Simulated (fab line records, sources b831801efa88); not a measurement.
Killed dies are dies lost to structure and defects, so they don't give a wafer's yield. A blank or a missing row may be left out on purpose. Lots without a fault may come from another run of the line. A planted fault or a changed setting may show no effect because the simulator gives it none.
Chamber matching | flow sky130 | SKY_CONTACT_CMP_27 on cmp-01: 4 sister chambers
The step polishes, stops on SiO2, t overpolish 15 s, target thk 0 nm. 14 wafers are shown with their chamber, then 7 later ones without.

WAFERS WITH THEIR CHAMBER
wafer  | chamber | motor_current_A (A) | time_to_endpoint_s (s) | slurry_flow_ml_min
L100.2 | 3       | 11.8                | 86                     | 150.0
L100.4 | 0       | 13.6                | 80                     | 151.6
L100.6 | 3       | 11.8                | 86                     | 149.4
L101.1 | 0       | 14.6                | 81                     | 150.9
L101.3 | 1       | 9.1                 | 89                     | 150.3
L101.4 | 2       | 10.7                | 88                     | 149.8
L102.2 | 2       | 10.4                | 88                     | 150.7
L102.3 | 0       | 13.8                | 84                     | 149.2
L102.4 | 3       | 11.6                | 85                     | 149.3
L104.1 | 3       | 11.2                | 88                     | 150.0
L104.5 | 0       | 13.6                | 82                     | 149.8
L104.6 | 1       | 9.1                 | 90                     | 150.1
L114.1 | 0       | 14.7                | 81                     | 149.6
L114.5 | 2       | 10.7                | 89                     | 150.0

SIGNATURES (means of the wafers above)
reading            | chamber 0 | chamber 1 | chamber 2 | chamber 3 | scatter within a chamber
motor_current_A    | 14.060    | 9.100     | 10.600    | 11.600    | 0.386
time_to_endpoint_s | 81.60     | 89.50     | 88.33     | 86.25     | 1.23
slurry_flow_ml_min | 150.220   | 150.200   | 150.167   | 149.675   | 0.697
Rule: a wafer's distance from a chamber is the root of the sum, over the readings, of the square of ((its reading less the chamber's mean) divided by the reading's scatter). The wafer belongs to the nearest chamber; if the next one is less than 2 further off, it can't be placed. The scatter: the root of (the sum of the squares of (reading less its chamber's mean) over the shown wafers, divided by (wafers less chambers)).

WAFERS WITHOUT THEIR CHAMBER
wafer  | motor_current_A (A) | time_to_endpoint_s (s) | slurry_flow_ml_min
L114.6 | 9.9                 | 88                     | 150.2
L112.5 | 14.0                | 95                     | 150.9
L115.1 | 11.7                | 94                     | 150.0
L115.5 | 9.7                 | 97                     | 150.1
L122.2 | 9.6                 | 83                     | 150.6
L122.3 | 14.3                | 81                     | 150.0
L122.6 | 14.1                | 80                     | 150.2

WHICH CHAMBER EACH WENT THROUGH
wafer  | from the rows above          | in truth
L114.6 | can't be placed: 2 or 1      | 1
L112.5 | can't be placed: 3 or 2 or 0 | 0
L115.1 | can't be placed: 2 or 3      | 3
L115.5 | can't be placed: 1 or 2      | 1
L122.2 | can't be placed: 2 or 1 or 3 | 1
L122.3 | 0                            | 0
L122.6 | 0                            | 0
Placed correctly: 2 of 7. Can't be placed from these rows: 5 (the true chamber is among the candidates in 5). Placed wrongly: 0.
